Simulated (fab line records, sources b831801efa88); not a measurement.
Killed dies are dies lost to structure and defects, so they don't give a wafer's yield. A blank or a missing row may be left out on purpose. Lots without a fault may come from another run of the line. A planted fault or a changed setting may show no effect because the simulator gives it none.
fab line records | flow gf180mcu
record lots=24 wafers=72 last_day=34
route steps=602 shown VT_IMPLANT@97 M2@366 V2@383 M3@409
lots that met no fault: from a run of the same line without faults
start_h: hours from the record's first day to the start of the lot's first wafer shown | wait_h: hours since the lot's step before | " the same as in the row above | L1.1+2: a row that stands for several wafers | - no value, or no start given | * or withheld: withheld | < > ~ a bound
route shown NAME@n: a module of which the file shows steps, and the number in the route of the first | usual: mean/standard deviation of fault-free wafers | same: alike in all rows | chamber/n: place in a boat | sites: the reading at each site | _std_site: their standard deviation | _edge_site: outer sites' mean less inner sites' | radius_mm: how far each site lies from the wafer's centre | mask NAME#n: copy n | behind: the tool/chamber that last shaped the wafer | hold: why the lot was held/for how many hours/how that ended | device: the transistor (n, p or np) that didn't switch | end of line: the same wafers' tests at the end of the route | a step without rows: its recipe alone | killed: dies lost to structure and defects at the first sort, not the wafer's yield | map: a wafer's dies, x killed, . not, _ none there
set.NAME: the setting as run; set.NAME@STEP: as run at that earlier step | model.NAME: the simulator's own value behind a step, which no gauge read
steps of the route over a sample of lots; a table a step, a row a wafer
services: from which hour (start_h, from the record's first day; less than 0 if before it) a tool's chamber was out of use, for how many hours, and why
## steps
# step GF_VT_IMPLANT_OVL_MEAS_07
# usual VT_IMPLANT_OVL=0.2/1.4
# columns lot.wafer tool chamber start_h wait_h VT_IMPLANT_OVL[nm]
L074.2 overlay-01 - 110.61 0.1 -1.7
L074.3 " - " " -0.3
L074.5 " - " " -0.4
L075.1 overlay-01 - 117.54 0.1 -1.9
L075.2 " - " " -0.9
L075.4 " - " " 0.6
L076.1 overlay-02 - 121.74 0.1 0.3
L076.4 " - " " 1.1
L076.5 " - " " 0.7
L077.4 overlay-02 - 130.12 0.1 1.2
L077.5 " - " " 1.9
L077.6 " - " " 1.9
L078.3 overlay-01 - 136.35 0.1 -2.1
L078.4 " - " " 1.4
L078.5 " - " " -0.7
L079.2 overlay-02 - 141.99 0.1 -0.4
L079.4 " - " " -1.4
L079.6 " - " " -0.5
L080.3 overlay-02 - 150.27 0.1 0.1
L080.4 " - " " 2.3
L080.6 " - " " 2.0
L081.1 overlay-01 - 153.69 0.1 0.3
L081.3 " - " " 1.0
L081.4 " - " " 1.5
L082.3 overlay-02 - 161.20 0.1 -1.0
L082.5 " - " " 0.4
L082.6 " - " " -0.7
L083.2 overlay-01 - 165.85 0.1 -0.7
L083.3 " - " " -1.4
L083.5 " - " " 0.8
L084.3 overlay-02 - 171.75 0.1 1.5
L084.4 " - " " -0.3
L084.6 " - " " 4.5
L085.4 overlay-01 - 180.71 0.1 -1.2
L085.5 " - " " 0.0
L085.6 " - " " 0.3
L086.1 overlay-01 - 183.90 0.1 3.9
L086.2 " - " " 1.7
L086.5 " - " " 0.6
L087.1 overlay-01 - 189.69 0.1 0.9
L087.3 " - " " -0.5
L087.5 " - " " -0.6
L088.1 overlay-01 - 195.44 0.1 -2.3
L088.3 " - " " -0.3
L088.4 " - " " -1.5
L089.1 overlay-01 - 204.65 0.1 1.5
L089.2 " - " " -2.2
L089.3 " - " " 0.3
L090.3 overlay-02 - 209.30 0.1 0.1
L090.5 " - " " 0.9
L090.6 " - " " 3.4
L091.3 overlay-01 - 214.37 0.1 0.0
L091.4 " - " " -0.6
L091.6 " - " " -0.1
L092.1 overlay-02 - 223.99 0.1 -0.6
L092.2 " - " " -1.2
L092.4 " - " " -0.8
L093.3 overlay-01 - 229.67 0.1 -0.9
L093.4 " - " " -1.1
L093.6 " - " " 0.5
L094.3 overlay-01 - 234.57 0.1 1.3
L094.4 " - " " -0.8
L094.5 " - " " 0.3
L095.2 overlay-02 - 244.09 0.1 1.1
L095.4 " - " " 1.8
L095.6 " - " " 0.4
L096.1 overlay-01 - 246.44 0.1 -0.4
L096.2 " - " " -0.5
L096.5 " - " " -0.6
L097.1 overlay-01 - 254.54 0.1 1.8
L097.3 " - " " 0.4
L097.6 " - " " 2.0
# step GF_M2_SPUTTER_04
# recipe material=TiN target_thk_nm=50 power_w=6500 time_s=41.7 chamber_pressure_pa=0.4
# usual cathode_dc_power_W=6499.8/1.2 throttle_valve_pct=30.4/0.85
# columns lot.wafer tool chamber start_h wait_h cathode_dc_power_W throttle_valve_pct
L074.2 pvd_sputter-04 - 411.19 0.0 6500.1 29.2
L074.3 " - " " 6499.5 31.1
L074.5 " - " " 6499.9 29.7
L075.1 pvd_sputter-02 - 417.49 0.0 6499.3 31.5
L075.2 " - " " 6500.2 29.0
L075.4 " - " " 6499.3 30.4
L076.1 pvd_sputter-04 - 429.99 0.0 6500.8 30.2
L076.4 " - " " 6500.3 31.0
L076.5 " - " " 6498.9 29.7
L077.4 pvd_sputter-04 - 441.67 0.0 6499.2 31.4
L077.5 " - " " 6501.2 31.2
L077.6 " - " " 6500.2 30.2
L078.3 pvd_sputter-02 - 455.43 0.0 6500.8 31.2
L078.4 " - " " 6498.8 31.7
L078.5 " - " " 6500.1 30.5
L079.2 pvd_sputter-02 - 459.62 0.0 6499.8 28.9
L079.4 " - " " 6500.0 30.5
L079.6 " - " " 6499.8 31.7
L080.3 pvd_sputter-04 - 470.29 0.0 6502.2 29.4
L080.4 " - " " 6499.7 31.3
L080.6 " - " " 6501.6 31.3
L081.1 pvd_sputter-02 - 484.26 0.0 6499.9 30.4
L081.3 " - " " 6501.6 29.2
L081.4 " - " " 6499.8 30.2
L082.3 pvd_sputter-02 - 486.87 0.0 6497.6 30.7
L082.5 " - " " 6500.5 30.3
L082.6 " - " " 6498.2 31.0
L083.2 pvd_sputter-04 - 492.60 0.0 6499.9 29.8
L083.3 " - " " 6500.3 31.1
L083.5 " - " " 6498.8 29.4
L084.3 pvd_sputter-02 - 501.68 0.0 6502.3 31.2
L084.4 " - " " 6498.4 29.4
L084.6 " - " " 6498.9 29.2
L085.4 pvd_sputter-03 - 514.37 0.0 6500.9 29.3
L085.5 " - " " 6499.1 29.3
L085.6 " - " " 6499.4 30.4
L086.1 pvd_sputter-04 - 520.68 0.0 6502.5 31.0
L086.2 " - " " 6498.7 31.1
L086.5 " - " " 6500.1 30.9
L087.1 pvd_sputter-02 - 528.58 0.0 6501.7 30.3
L087.3 " - " " 6500.8 31.5
L087.5 " - " " 6496.4 28.9
L088.1 pvd_sputter-03 - 535.19 0.0 6498.4 30.8
L088.3 " - " " 6500.8 29.6
L088.4 " - " " 6499.8 29.4
L089.1 pvd_sputter-02 - 549.64 0.0 6498.6 31.5
L089.2 " - " " 6497.7 31.2
L089.3 " - " " 6497.2 30.4
L090.3 pvd_sputter-02 - 554.03 0.0 6499.8 31.5
L090.5 " - " " 6499.4 30.5
L090.6 " - " " 6500.1 31.6
L091.3 pvd_sputter-04 - 562.98 0.0 6500.0 31.3
L091.4 " - " " 6501.4 29.7
L091.6 " - " " 6502.0 31.0
L092.1 pvd_sputter-04 - 570.76 0.0 6499.6 31.1
L092.2 " - " " 6499.8 29.8
L092.4 " - " " 6501.0 29.6
L093.3 pvd_sputter-03 - 574.80 0.0 6500.0 29.2
L093.4 " - " " 6499.3 30.0
L093.6 " - " " 6501.8 29.5
L094.3 pvd_sputter-02 - 586.29 0.0 6500.7 29.0
L094.4 " - " " 6499.1 31.7
L094.5 " - " " 6498.5 30.0
L095.2 pvd_sputter-04 - 595.59 0.0 6499.9 29.5
L095.4 " - " " 6498.9 31.1
L095.6 " - " " 6500.2 31.1
L096.1 pvd_sputter-02 - 601.97 0.0 6501.0 31.8
L096.2 " - " " 6501.0 28.9
L096.5 " - " " 6498.6 31.7
L097.1 pvd_sputter-03 - 610.73 0.0 6502.1 31.0
L097.3 " - " " 6499.8 30.2
L097.6 " - " " 6499.0 31.1
# step GF_V2_THK_MEAS_01
# recipe reads=SiO2_of_V2_CVD_00
# usual V2_CVD_00_THK=601/5.9
# columns lot.wafer tool chamber start_h wait_h V2_CVD_00_THK[nm]
L074.2 film_metro-04 - 435.94 0.0 595
L074.3 " - " " 603
L074.5 " - " " 598
L075.1 film_metro-02 - 442.59 0.0 604
L075.2 " - " " 606
L075.4 " - " " 604
L076.1 film_metro-03 - 455.62 0.0 610
L076.4 " - " " 600
L076.5 " - " " 602
L077.4 film_metro-04 - 466.90 0.0 600
L077.5 " - " " 599
L077.6 " - " " 605
L078.3 film_metro-04 - 480.24 0.1 596
L078.4 " - " " 601
L078.5 " - " " 597
L079.2 film_metro-03 - 483.97 0.0 598
L079.4 " - " " 605
L079.6 " - " " 597
L080.3 film_metro-02 - 495.27 0.1 602
L080.4 " - " " 598
L080.6 " - " " 597
L081.1 film_metro-02 - 508.35 0.0 603
L081.3 " - " " 598
L081.4 " - " " 599
L082.3 film_metro-02 - 511.19 0.1 598
L082.5 " - " " 600
L082.6 " - " " 604
L083.2 film_metro-04 - 516.50 0.0 599
L083.3 " - " " 596
L083.5 " - " " 602
L084.3 film_metro-03 - 525.26 0.1 604
L084.4 " - " " 596
L084.6 " - " " 609
L085.4 film_metro-02 - 538.34 0.0 606
L085.5 " - " " 608
L085.6 " - " " 607
L086.1 film_metro-04 - 544.78 0.1 597
L086.2 " - " " 593
L086.5 " - " " 602
L087.1 film_metro-03 - 552.68 0.2 603
L087.3 " - " " 600
L087.5 " - " " 599
L088.1 film_metro-03 - 559.22 0.1 600
L088.3 " - " " 598
L088.4 " - " " 598
L089.1 film_metro-02 - 572.81 0.0 604
L089.2 " - " " 596
L089.3 " - " " 601
L090.3 film_metro-04 - 577.20 0.1 609
L090.5 " - " " 604
L090.6 " - " " 605
L091.3 film_metro-04 - 585.26 0.1 612
L091.4 " - " " 616
L091.6 " - " " 607
L092.1 film_metro-04 - 593.39 0.0 594
L092.2 " - " " 587
L092.4 " - " " 595
L093.3 film_metro-04 - 597.71 0.1 596
L093.4 " - " " 603
L093.6 " - " " 591
L094.3 film_metro-04 - 608.59 0.1 598
L094.4 " - " " 592
L094.5 " - " " 595
L095.2 film_metro-02 - 617.48 0.0 597
L095.4 " - " " 598
L095.6 " - " " 591
L096.1 film_metro-02 - 623.29 0.0 601
L096.2 " - " " 598
L096.5 " - " " 593
L097.1 film_metro-04 - 632.49 0.0 604
L097.3 " - " " 605
L097.6 " - " " 606
# step GF_V2_CD_MEAS_14
# recipe target_cd_nm=260
# usual cd_nm=260.0/1.1
# columns lot.wafer tool chamber start_h wait_h cd_nm
L074.2 cd_sem-01 - 460.85 0.1 261.1
L074.3 " - " " 260.5
L074.5 " - " " 260.8
L075.1 cd_sem-01 - 467.43 0.1 260.1
L075.2 " - " " 259.1
L075.4 " - " " 260.0
L076.1 cd_sem-01 - 480.13 0.1 258.8
L076.4 " - " " 258.4
L076.5 " - " " 258.4
L077.4 cd_sem-02 - 491.30 0.1 258.3
L077.5 " - " " 258.4
L077.6 " - " " 258.2
L078.3 cd_sem-02 - 503.97 0.1 260.8
L078.4 " - " " 260.9
L078.5 " - " " 260.2
L079.2 cd_sem-02 - 508.21 0.1 258.1
L079.4 " - " " 258.8
L079.6 " - " " 258.8
L080.3 cd_sem-01 - 519.18 0.1 260.6
L080.4 " - " " 260.1
L080.6 " - " " 259.9
L081.1 cd_sem-02 - 532.23 0.1 258.9
L081.3 " - " " 259.7
L081.4 " - " " 260.4
L082.3 cd_sem-02 - 535.38 0.1 260.0
L082.5 " - " " 260.2
L082.6 " - " " 260.9
L083.2 cd_sem-02 - 540.45 0.1 259.0
L083.3 " - " " 260.1
L083.5 " - " " 260.0
L084.3 cd_sem-02 - 548.87 0.1 262.0
L084.4 " - " " 260.7
L084.6 " - " " 262.2
L085.4 cd_sem-02 - 561.69 0.1 260.6
L085.5 " - " " 259.5
L085.6 " - " " 259.7
L086.1 cd_sem-02 - 567.44 0.1 260.6
L086.2 " - " " 258.8
L086.5 " - " " 261.2
L087.1 cd_sem-02 - 575.73 0.1 258.7
L087.3 " - " " 258.3
L087.5 " - " " 258.6
L088.1 cd_sem-02 - 582.48 0.1 261.0
L088.3 " - " " 260.5
L088.4 " - " " 260.1
L089.1 cd_sem-02 - 594.73 0.1 261.6
L089.2 " - " " 260.2
L089.3 " - " " 262.1
L090.3 cd_sem-02 - 599.33 0.1 258.7
L090.5 " - " " 259.1
L090.6 " - " " 258.8
L091.3 cd_sem-02 - 607.28 0.2 260.0
L091.4 " - " " 262.1
L091.6 " - " " 261.0
L092.1 cd_sem-02 - 614.88 0.1 263.0
L092.2 " - " " 261.3
L092.4 " - " " 260.5
L093.3 cd_sem-02 - 619.22 0.1 260.1
L093.4 " - " " 260.7
L093.6 " - " " 260.2
L094.3 cd_sem-02 - 629.73 0.1 260.6
L094.4 " - " " 260.2
L094.5 " - " " 260.3
L095.2 cd_sem-02 - 637.76 0.1 261.3
L095.4 " - " " 260.4
L095.6 " - " " 260.8
L096.1 cd_sem-02 - 644.23 0.2 258.4
L096.2 " - " " 260.1
L096.5 " - " " 259.5
L097.1 cd_sem-02 - 652.99 0.1 258.3
L097.3 " - " " 260.3
L097.6 " - " " 259.0
# step GF_V2_CMP_26
# recipe stop_on=SiO2 down_force_psi=3.5 platen_rpm=60 t_overpolish_s=15 target_thk_nm=0 pad_velocity_m_s=0.94248
# usual motor_current_A=10.1/0.85 overpolish_run_s=14.999/0.0093 slurry_filter_dp_kPa=13.52/0.14 time_to_endpoint_s=83/3.7
# columns lot.wafer tool chamber start_h wait_h motor_current_A overpolish_run_s slurry_filter_dp_kPa time_to_endpoint_s
L074.2 cmp-01 2 462.08 0.0 9.8 14.991 13.66 81
L074.3 " 0 " " 8.8 15.006 13.55 76
L074.5 " 3 " " 9.0 14.996 13.41 77
L075.4 cmp-01 3 468.68 0.0 10.0 14.997 13.44 81
L075.2 " 0 " " 8.9 15.004 13.51 78
L075.1 " 2 " " 10.6 15.007 13.53 81
L076.4 cmp-01 1 481.39 0.0 10.5 15.012 13.61 85
L076.1 " 2 " " 9.9 14.990 13.51 79
L076.5 " 2 " " 10.0 15.004 13.86 86
L077.4 cmp-01 1 492.72 0.2 10.9 15.000 13.68 83
L077.5 " 2 " " 10.1 15.014 13.59 80
L077.6 " 3 " " 9.1 15.006 13.60 82
L078.4 cmp-01 3 505.18 0.0 9.6 15.002 13.49 82
L078.3 " 0 " " 9.3 15.010 13.30 74
L078.5 " 3 " " 9.9 14.994 13.46 79
L079.2 cmp-02 2 509.46 0.1 9.9 15.015 13.44 79
L079.4 " 0 " " 11.4 14.995 13.50 83
L079.6 " 1 " " 10.2 14.993 13.48 79
L080.3 cmp-01 0 520.40 0.1 9.0 15.012 13.36 80
L080.4 " 1 " " 11.1 14.985 13.63 86
L080.6 " 0 " " 8.9 14.999 13.63 76
L081.4 cmp-02 3 533.45 0.0 11.2 14.985 13.27 78
L081.1 " 0 " " 12.1 14.994 13.55 89
L081.3 " 1 " " 10.0 15.004 13.79 85
L082.3 cmp-01 0 536.64 0.1 8.8 14.996 13.78 73
L082.5 " 3 " " 9.9 15.014 13.87 79
L082.6 " 0 " " 9.0 15.006 13.41 75
L083.2 cmp-02 0 541.74 0.1 11.1 15.000 13.56 90
L083.3 " 1 " " 9.8 15.013 13.70 84
L083.5 " 2 " " 10.0 15.010 13.58 83
L084.3 cmp-01 3 550.16 0.0 9.8 15.002 13.52 85
L084.4 " 2 " " 9.9 15.015 13.49 89
L084.6 " 3 " " 9.7 14.994 13.08 86
L085.4 cmp-01 3 562.93 0.1 9.7 15.001 13.43 83
L085.6 " 2 " " 9.9 15.017 13.61 80
L085.5 " 3 " " 9.3 15.000 13.13 85
L086.2 cmp-01 0 568.72 0.1 9.4 14.994 13.49 85
L086.1 " 2 " " 10.3 15.008 13.41 84
L086.5 " 0 " " 8.1 14.999 13.59 79
L087.1 cmp-02 1 576.99 0.1 10.1 14.988 13.49 86
L087.3 " 2 " " 10.4 15.000 13.53 85
L087.5 " 0 " " 11.8 14.978 13.47 85
L088.4 cmp-02 2 583.76 0.0 9.8 14.999 13.70 86
L088.1 " 3 " " 11.0 14.996 13.54 79
L088.3 " 0 " " 12.0 15.018 13.47 90
L089.2 cmp-01 3 596.05 0.0 10.3 15.000 13.27 84
L089.1 " 1 " " 11.3 15.015 13.48 90
L089.3 " 2 " " 9.8 15.000 13.39 84
L090.3 cmp-01 3 600.76 0.2 10.1 14.999 13.51 80
L090.6 " 0 " " 9.0 15.021 13.57 79
L090.5 " 1 " " 10.8 14.985 13.60 87
L091.4 cmp-02 2 608.57 0.0 11.1 15.005 13.24 80
L091.3 " 3 " " 11.0 15.001 13.53 77
L091.6 " 2 " " 10.2 14.995 13.47 83
L092.1 cmp-01 0 616.09 0.1 9.1 14.992 13.60 80
L092.2 " 2 " " 10.4 15.004 13.70 86
L092.4 " 3 " " 10.0 14.998 13.66 82
L093.3 cmp-01 1 620.47 0.1 10.9 14.994 13.41 86
L093.4 " 2 " " 10.1 14.992 13.46 80
L093.6 " 0 " " 9.2 14.993 13.38 79
L094.3 cmp-01 3 630.96 0.1 10.0 15.003 13.39 87
L094.4 " 1 " " 11.4 14.997 13.38 89
L094.5 " 3 " " 9.5 14.996 13.67 87
L095.4 cmp-02 0 639.03 0.1 11.0 14.999 13.51 87
L095.2 " 1 " " 9.3 14.986 13.64 86
L095.6 " 0 " " 11.6 14.987 13.77 87
L096.1 cmp-01 3 645.53 0.1 10.5 14.984 13.55 84
L096.2 " 1 " " 11.2 15.013 13.45 85
L096.5 " 3 " " 10.1 15.009 13.39 82
L097.3 cmp-02 2 654.20 0.0 10.0 14.988 13.29 86
L097.1 " 1 " " 10.2 14.997 13.71 84
L097.6 " 2 " " 10.5 14.993 13.50 86
# step GF_M3_SPUTTER_00
# recipe material=Ti target_thk_nm=37.5 arriving_ion_energy_ev=80 substrate_temp_c=200 chamber_pressure_pa=2 power_w=4000 time_s=150
# usual cathode_dc_power_W=4000.0/0.68 substrate_temp_c=199.99/0.16 throttle_valve_pct=30.3/0.96
# columns lot.wafer tool chamber start_h wait_h cathode_dc_power_W substrate_temp_c throttle_valve_pct
L074.2 pvd_sputter-03 - 462.38 0.2 3999.7 199.91 29.8
L074.3 " - " " 4000.2 199.90 31.0
L074.5 " - " " 4000.1 200.11 31.1
L075.1 pvd_sputter-03 - 468.98 0.1 4000.9 200.01 29.5
L075.2 " - " " 3999.8 199.91 30.8
L075.4 " - " " 3999.1 199.84 30.0
L076.1 pvd_sputter-01 - 481.69 0.2 4000.4 199.95 29.9
L076.4 " - " " 3999.8 200.18 28.5
L076.5 " - " " 4000.2 199.70 31.5
L077.4 pvd_sputter-03 - 492.87 0.1 3999.4 200.12 29.8
L077.5 " - " " 4000.6 199.98 30.4
L077.6 " - " " 3999.3 199.89 29.5
L078.3 pvd_sputter-03 - 505.48 0.2 3999.2 199.71 29.9
L078.4 " - " " 3999.9 200.25 30.4
L078.5 " - " " 4001.4 199.85 29.7
L079.2 pvd_sputter-01 - 509.71 0.2 4000.2 200.06 28.0
L079.4 " - " " 3999.5 200.05 29.4
L079.6 " - " " 3999.9 199.86 28.3
L080.3 pvd_sputter-01 - 520.65 0.2 3999.3 199.96 29.7
L080.4 " - " " 3999.6 199.96 28.3
L080.6 " - " " 3999.5 200.07 28.5
L081.1 pvd_sputter-02 - 533.75 0.2 4000.4 199.71 31.4
L081.3 " - " " 4000.1 200.01 31.7
L081.4 " - " " 3999.7 200.35 29.1
L082.3 pvd_sputter-01 - 536.89 0.2 3999.1 200.06 29.7
L082.5 " - " " 3998.7 200.02 30.3
L082.6 " - " " 4000.5 199.84 29.6
L083.2 pvd_sputter-03 - 541.94 0.1 4000.1 199.87 29.8
L083.3 " - " " 4000.4 199.67 30.6
L083.5 " - " " 3999.3 200.08 30.2
L084.3 pvd_sputter-03 - 550.46 0.2 3999.6 199.92 30.1
L084.4 " - " " 3999.7 199.78 30.2
L084.6 " - " " 3999.7 200.23 30.8
L085.4 pvd_sputter-02 - 563.18 0.2 4000.1 200.03 31.1
L085.5 " - " " 3999.8 200.09 31.6
L085.6 " - " " 3999.2 199.80 30.4
L086.1 pvd_sputter-02 - 568.97 0.1 4000.3 200.01 30.5
L086.2 " - " " 3999.2 199.86 31.0
L086.5 " - " " 4000.2 200.26 29.1
L087.1 pvd_sputter-01 - 577.24 0.2 4000.7 199.92 31.3
L087.3 " - " " 4000.4 199.88 29.9
L087.5 " - " " 3999.3 199.89 29.7
L088.1 pvd_sputter-02 - 584.06 0.2 3999.5 199.91 29.1
L088.3 " - " " 4000.4 200.22 30.2
L088.4 " - " " 4001.2 199.71 31.5
L089.1 pvd_sputter-02 - 596.35 0.1 4000.6 200.20 31.1
L089.2 " - " " 3999.3 199.65 28.9
L089.3 " - " " 3999.4 200.06 31.5
L090.3 pvd_sputter-03 - 600.91 0.1 3998.9 200.20 31.4
L090.5 " - " " 4000.7 200.14 30.9
L090.6 " - " " 4000.0 199.64 29.9
L091.3 pvd_sputter-01 - 608.87 0.2 4001.2 199.88 28.2
L091.4 " - " " 3999.6 199.78 29.9
L091.6 " - " " 4000.6 199.96 30.6
L092.1 pvd_sputter-01 - 616.39 0.2 4000.5 199.91 31.3
L092.2 " - " " 3999.8 200.17 30.5
L092.4 " - " " 4000.7 200.05 28.3
L093.3 pvd_sputter-02 - 620.72 0.2 4001.3 200.06 31.6
L093.4 " - " " 4001.0 200.15 28.8
L093.6 " - " " 3997.9 200.05 31.2
L094.3 pvd_sputter-03 - 631.21 0.2 3999.0 200.08 29.9
L094.4 " - " " 4001.0 199.91 30.9
L094.5 " - " " 3999.1 200.11 31.3
L095.2 pvd_sputter-01 - 639.28 0.1 3999.9 200.18 31.6
L095.4 " - " " 3999.3 200.20 29.7
L095.6 " - " " 4000.3 200.05 31.6
L096.1 pvd_sputter-02 - 645.78 0.2 3999.8 199.87 30.5
L096.2 " - " " 4000.9 199.89 31.4
L096.5 " - " " 4001.0 199.82 31.6
L097.1 pvd_sputter-01 - 654.50 0.1 3999.5 199.94 29.6
L097.3 " - " " 4000.0 199.76 28.3
L097.6 " - " " 3999.8 199.98 28.5
## services
# columns tool chamber start_h hours kind
cmp-02 - 404.15 4.0 pm
pvd_sputter-03 - 404.48 2.7 repair
cmp-02 - 416.27 0.7 repair
pvd_sputter-01 - 424.82 1.2 repair
cmp-02 - 461.80 2.2 repair
pvd_sputter-04 - 465.38 3.2 repair
pvd_sputter-02 1 473.83 - consumable_replace:kit
pvd_sputter-02 1 473.83 18.0 scheduled_down
pvd_sputter-02 1 473.83 18.0 vent_cycle
pvd_sputter-02 - 475.48 3.1 repair
cmp-02 - 477.96 1.5 repair
pvd_sputter-04 - 478.44 1.6 repair
cmp-02 - 489.32 12.7 pm
pvd_sputter-04 - 517.83 1.0 repair
cmp-01 - 555.88 1.2 repair
cmp-01 - 572.27 4.0 pm
cmp-01 - 576.27 - consumable_replace:conditioner
cmp-02 - 591.00 1.1 repair
cmp-01 - 592.58 3.4 repair
cmp-02 - 622.83 0.2 repair
pvd_sputter-02 0 638.66 - consumable_replace:kit
pvd_sputter-02 0 638.66 18.0 scheduled_down
pvd_sputter-02 0 638.66 18.0 vent_cycle
pvd_sputter-03 - 648.71 19.1 repair
## key
fault none
